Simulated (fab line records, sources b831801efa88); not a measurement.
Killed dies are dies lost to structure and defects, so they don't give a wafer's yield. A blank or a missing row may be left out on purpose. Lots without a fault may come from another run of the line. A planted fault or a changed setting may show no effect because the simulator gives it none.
Which tool did it? | flow gf180mcu | 24 lots, 72 wafers sampled, at 5 steps of a route of 602

WHAT THE GAUGES READ, wafer by wafer
GF_V2_THK_MEAS_03. Usual: V2_CVD_02_THK 850 nm, standard deviation 11.
lot  | measured     | on            | V2_CVD_02_THK (nm) | flag
L074 | day 19 02:19 | film_metro-01 | 841 846 849        |
L075 | day 19 13:09 | film_metro-04 | 838 857 848        |
L076 | day 19 16:11 | film_metro-02 | 854 846 846        |
L077 | day 20 07:33 | film_metro-02 | 845 841 851        |
L078 | day 20 16:29 | film_metro-02 | 840 843 845        |
L079 | day 21 03:49 | film_metro-04 | 857 858 846        |
L080 | day 21 17:52 | film_metro-01 | 842 848 872        |
L081 | day 22 02:55 | film_metro-01 | 848 843 844        |
L082 | day 22 06:26 | film_metro-02 | 847 866 841        |
L083 | day 22 21:46 | film_metro-04 | 855 836 854        |
L084 | day 23 00:47 | film_metro-04 | 847 856 868        |
L085 | day 23 10:13 | film_metro-02 | 839 850 867        |
L086 | day 23 21:11 | film_metro-02 | 854 863 869        |
L087 | day 23 23:44 | film_metro-01 | 847 831 858        |
L088 | day 24 10:44 | film_metro-02 | 844 845 862        |
L089 | day 24 15:38 | film_metro-04 | 831 844 849        |
L090 | day 24 21:20 | film_metro-02 | 838 834 868        |
L091 | day 25 04:10 | film_metro-02 | 883 861 875        |
L092 | day 25 10:07 | film_metro-04 | 834 848 851        |
L093 | day 25 17:33 | film_metro-01 | 841 852 855        |
L094 | day 25 21:29 | film_metro-02 | 847 857 864        |
L095 | day 26 06:26 | film_metro-01 | 848 865 846        |
L096 | day 26 15:21 | film_metro-04 | 848 838 859        |
L097 | day 26 17:42 | film_metro-04 | 855 852 862        |

GF_V2_THK_MEAS_25: measures by xrf. Usual: V2_W_THK 338 nm, standard deviation 5.1.
lot  | measured     | on            | V2_W_THK (nm) | flag
L074 | day 20 05:25 | film_metro-04 | 341 331 337   |
L075 | day 20 15:35 | film_metro-02 | 346 341 347   |
L076 | day 20 18:26 | film_metro-04 | 339 334 340   |
L077 | day 21 10:29 | film_metro-02 | 339 334 335   |
L078 | day 21 18:17 | film_metro-02 | 345 341 345   |
L079 | day 22 05:14 | film_metro-01 | 331 345 333   |
L080 | day 22 18:35 | film_metro-01 | 333 340 334   |
L081 | day 23 03:44 | film_metro-01 | 340 333 342   |
L082 | day 23 07:01 | film_metro-01 | 337 344 341   |
L083 | day 23 22:17 | film_metro-01 | 345 344 336   |
L084 | day 24 01:11 | film_metro-01 | 341 343 337   |
L085 | day 24 10:16 | film_metro-01 | 344 340 339   |
L086 | day 24 20:47 | film_metro-04 | 341 327 335   |
L087 | day 24 23:17 | film_metro-02 | 341 333 336   |
L088 | day 25 09:31 | film_metro-02 | 335 341 343   |
L089 | day 25 14:20 | film_metro-02 | 334 333 340   |
L090 | day 25 20:05 | film_metro-04 | 330 339 336   |
L091 | day 26 02:54 | film_metro-01 | 335 345 335   |
L092 | day 26 08:41 | film_metro-01 | 341 337 345   |
L093 | day 26 15:52 | film_metro-04 | 332 336 329   |
L094 | day 26 20:20 | film_metro-01 | 347 347 336   |
L095 | day 27 05:15 | film_metro-04 | 332 333 332   |
L096 | day 27 13:36 | film_metro-02 | 338 343 339   |
L097 | day 27 15:37 | film_metro-04 | 344 338 338   |

GF_M3_OVL_MEAS_15. Usual: M3_OVL 6 nm, standard deviation 5.8.
lot  | measured     | on         | M3_OVL (nm) | flag
L074 | day 21 07:09 | overlay-02 | 8 11 9      |
L075 | day 21 16:41 | overlay-01 | 7 3 15      |
L076 | day 21 20:25 | overlay-02 | 2 5 8       |
L077 | day 22 11:08 | overlay-01 | 1 4 10      |
L078 | day 22 18:44 | overlay-01 | 12 8 11     |
L079 | day 23 05:00 | overlay-02 | 13 15 16    |
L080 | day 23 18:17 | overlay-01 | 13 11 10    |
L081 | day 24 02:59 | overlay-01 | 11 9 5      |
L082 | day 24 06:16 | overlay-01 | 7 13 7      |
L083 | day 24 21:03 | overlay-01 | 2 3 -2      |
L084 | day 24 23:57 | overlay-01 | 11 -1 7     |
L085 | day 25 08:21 | overlay-01 | 4 8 18      |
L086 | day 25 18:38 | overlay-02 | 2 0 2       |
L087 | day 25 21:47 | overlay-02 | -1 6 4      |
L088 | day 26 07:23 | overlay-01 | 2 6 4       |
L089 | day 26 11:48 | overlay-01 | 5 3 9       |
L090 | day 26 18:00 | overlay-02 | 9 11 -1     |
L091 | day 27 00:25 | overlay-01 | 12 12 6     |
L092 | day 27 06:26 | overlay-01 | 4 6 12      |
L093 | day 27 13:13 | overlay-01 | -4 3 7      |
L094 | day 27 17:12 | overlay-01 | 3 4 3       |
L095 | day 28 01:46 | overlay-01 | 6 0 1       |
L096 | day 28 09:44 | overlay-02 | -2 -4 7     |
L097 | day 28 12:00 | overlay-02 | 12 6 2      |

WHICH TOOL RAN EACH LOT (tool, then ch and the chambers of the sampled wafers, then the start)
lot  | GF_HV_LDD_STRIP_37                   | GF_M2_SPUTTER_02
L074 | plasma_asher-01 ch 0,1, day 11 15:30 | pvd_sputter-01, day 18 01:10
L075 | plasma_asher-01 ch 0,1, day 11 21:20 | pvd_sputter-03, day 18 11:37
L076 | plasma_asher-02 ch 0,1, day 11 22:59 | pvd_sputter-02, day 18 13:45
L077 | plasma_asher-01 ch 0, day 12 12:59   | pvd_sputter-01, day 19 04:55
L078 | plasma_asher-04 ch 0,1, day 12 19:08 | pvd_sputter-03, day 19 14:02
L079 | plasma_asher-02 ch 0,1, day 13 04:08 | pvd_sputter-03, day 20 01:39
L080 | plasma_asher-02 ch 0,1, day 13 17:06 | pvd_sputter-02, day 20 16:36
L081 | plasma_asher-02 ch 0,1, day 14 00:14 | pvd_sputter-01, day 21 00:43
L082 | plasma_asher-02 ch 0,1, day 14 04:02 | pvd_sputter-02, day 21 05:23
L083 | plasma_asher-01 ch 0,1, day 14 13:05 | pvd_sputter-01, day 21 20:55
L084 | plasma_asher-04 ch 0, day 14 19:50   | pvd_sputter-02, day 22 00:19
L085 | plasma_asher-01 ch 0,1, day 15 00:05 | pvd_sputter-01, day 22 10:40
L086 | plasma_asher-04 ch 1, day 15 10:35   | pvd_sputter-02, day 22 21:14
L087 | plasma_asher-01 ch 0,1, day 15 12:14 | pvd_sputter-02, day 23 00:05
L088 | plasma_asher-01 ch 0,1, day 15 22:29 | pvd_sputter-02, day 23 11:34
L089 | plasma_asher-01 ch 0,1, day 16 03:08 | pvd_sputter-02, day 23 16:07
L090 | plasma_asher-01 ch 0,1, day 16 11:41 | pvd_sputter-03, day 23 21:54
L091 | plasma_asher-01 ch 0,1, day 16 19:40 | pvd_sputter-02, day 24 05:30
L092 | plasma_asher-01 ch 0,1, day 17 01:50 | pvd_sputter-02, day 24 11:59
L093 | plasma_asher-04 ch 0,1, day 17 09:05 | pvd_sputter-01, day 24 18:55
L094 | plasma_asher-01 ch 0,1, day 17 16:05 | pvd_sputter-01, day 24 23:16
L095 | plasma_asher-02 ch 0,1, day 18 00:32 | pvd_sputter-01, day 25 08:36
L096 | plasma_asher-02 ch 0,1, day 18 09:05 | pvd_sputter-01, day 25 16:57
L097 | plasma_asher-02 ch 0,1, day 18 12:55 | pvd_sputter-03, day 25 19:59
- GF_HV_LDD_STRIP_37: strips in O2/N2.
- GF_M2_SPUTTER_02: material AlCu, target thk 450 nm, time 23.9 s.

WHAT THE TOOLS THEMSELVES READ (means of the sampled wafers that have a number; where no wafer has one, the mark that the record gives instead)
GF_HV_LDD_STRIP_37. Usual: drypump_motor_current_A 5.7 A, standard deviation 0.54; heater_power_w 340 W, standard deviation 17; oes_product_au 0.716 a.u., standard deviation 0.0046; strip_time_to_endpoint_s 12.64 s, standard deviation 0.039.
lot  | tool            | drypump_motor_current_A (A) | heater_power_w (W) | oes_product_au (a.u.) | strip_time_to_endpoint_s (s) | flag
L074 | plasma_asher-01 | 5.4                         | 335                | 0.713                 | 12.62                        |
L075 | plasma_asher-01 | 5.4                         | 336                | 0.722                 | 12.63                        |
L076 | plasma_asher-02 | 5.9                         | 324                | 0.716                 | 12.67                        |
L077 | plasma_asher-01 | 5.6                         | 340                | 0.717                 | 12.65                        |
L078 | plasma_asher-04 | 6.2                         | 346                | 0.713                 | 12.69                        |
L079 | plasma_asher-02 | 5.9                         | 328                | 0.711                 | 12.65                        |
L080 | plasma_asher-02 | 5.9                         | 329                | 0.717                 | 12.57                        |
L081 | plasma_asher-02 | 6.2                         | 347                | 0.714                 | 12.58                        |
L082 | plasma_asher-02 | 6.2                         | 342                | 0.714                 | 12.62                        |
L083 | plasma_asher-01 | 5.4                         | 339                | 0.716                 | 12.70                        |
L084 | plasma_asher-04 | 6.3                         | 350                | 0.719                 | 12.64                        |
L085 | plasma_asher-01 | 5.2                         | 343                | 0.715                 | 12.59                        |
L086 | plasma_asher-04 | 5.9                         | 342                | 0.718                 | 12.64                        |
L087 | plasma_asher-01 | 5.2                         | 344                | 0.718                 | 12.61                        |
L088 | plasma_asher-01 | 5.2                         | 342                | 0.718                 | 12.61                        |
L089 | plasma_asher-01 | 5.2                         | 342                | 0.719                 | 12.66                        |
L090 | plasma_asher-01 | 5.2                         | 344                | 0.711                 | 12.60                        |
L091 | plasma_asher-01 | 5.4                         | 339                | 0.717                 | 12.67                        |
L092 | plasma_asher-01 | 5.4                         | 336                | 0.715                 | 12.60                        |
L093 | plasma_asher-04 | 6.0                         | 346                | 0.715                 | 12.67                        |
L094 | plasma_asher-01 | 5.4                         | 336                | 0.709                 | 12.69                        |
L095 | plasma_asher-02 | 6.2                         | 340                | 0.715                 | 12.66                        |
L096 | plasma_asher-02 | 5.8                         | 327                | 0.718                 | 12.61                        |
L097 | plasma_asher-02 | 6.2                         | 351                | 0.713                 | 12.66                        |

GF_M2_SPUTTER_02. Usual: throttle_valve_pct 30.0 %, standard deviation 0.94.
lot  | tool           | throttle_valve_pct (%) | flag
L074 | pvd_sputter-01 | 29.8                   |
L075 | pvd_sputter-03 | 29.6                   |
L076 | pvd_sputter-02 | 30.5                   |
L077 | pvd_sputter-01 | 30.4                   |
L078 | pvd_sputter-03 | 29.6                   |
L079 | pvd_sputter-03 | 29.4                   |
L080 | pvd_sputter-02 | 30.5                   |
L081 | pvd_sputter-01 | 31.0                   |
L082 | pvd_sputter-02 | 29.6                   |
L083 | pvd_sputter-01 | 30.4                   |
L084 | pvd_sputter-02 | 29.8                   |
L085 | pvd_sputter-01 | 30.4                   |
L086 | pvd_sputter-02 | 30.7                   |
L087 | pvd_sputter-02 | 30.0                   |
L088 | pvd_sputter-02 | 30.5                   |
L089 | pvd_sputter-02 | 29.5                   |
L090 | pvd_sputter-03 | 29.9                   |
L091 | pvd_sputter-02 | 29.7                   |
L092 | pvd_sputter-02 | 30.7                   |
L093 | pvd_sputter-01 | 30.5                   |
L094 | pvd_sputter-01 | 30.3                   |
L095 | pvd_sputter-01 | 30.2                   |
L096 | pvd_sputter-01 | 30.3                   |
L097 | pvd_sputter-03 | 29.8                   |

THE ANSWER, worked out from the rows above alone
Rule: a lot is off if the mean of its wafers that have a number lies more than 3 standard deviations from the usual mean. A lot without any number at a reading at which 4 lots or more have one is off too. The other lots that the step has rows for count as sound. The gauges are gone through in route order, then the tools' own readings, and for those a lot's mean is taken as printed above. The first step at which some lot is off is used, and at that step the reading that is off furthest; a lot without a number counts as furthest.
No lot is off at any reading shown: from this, nothing can be told.

WHAT THE SIMULATOR HAD PUT IN
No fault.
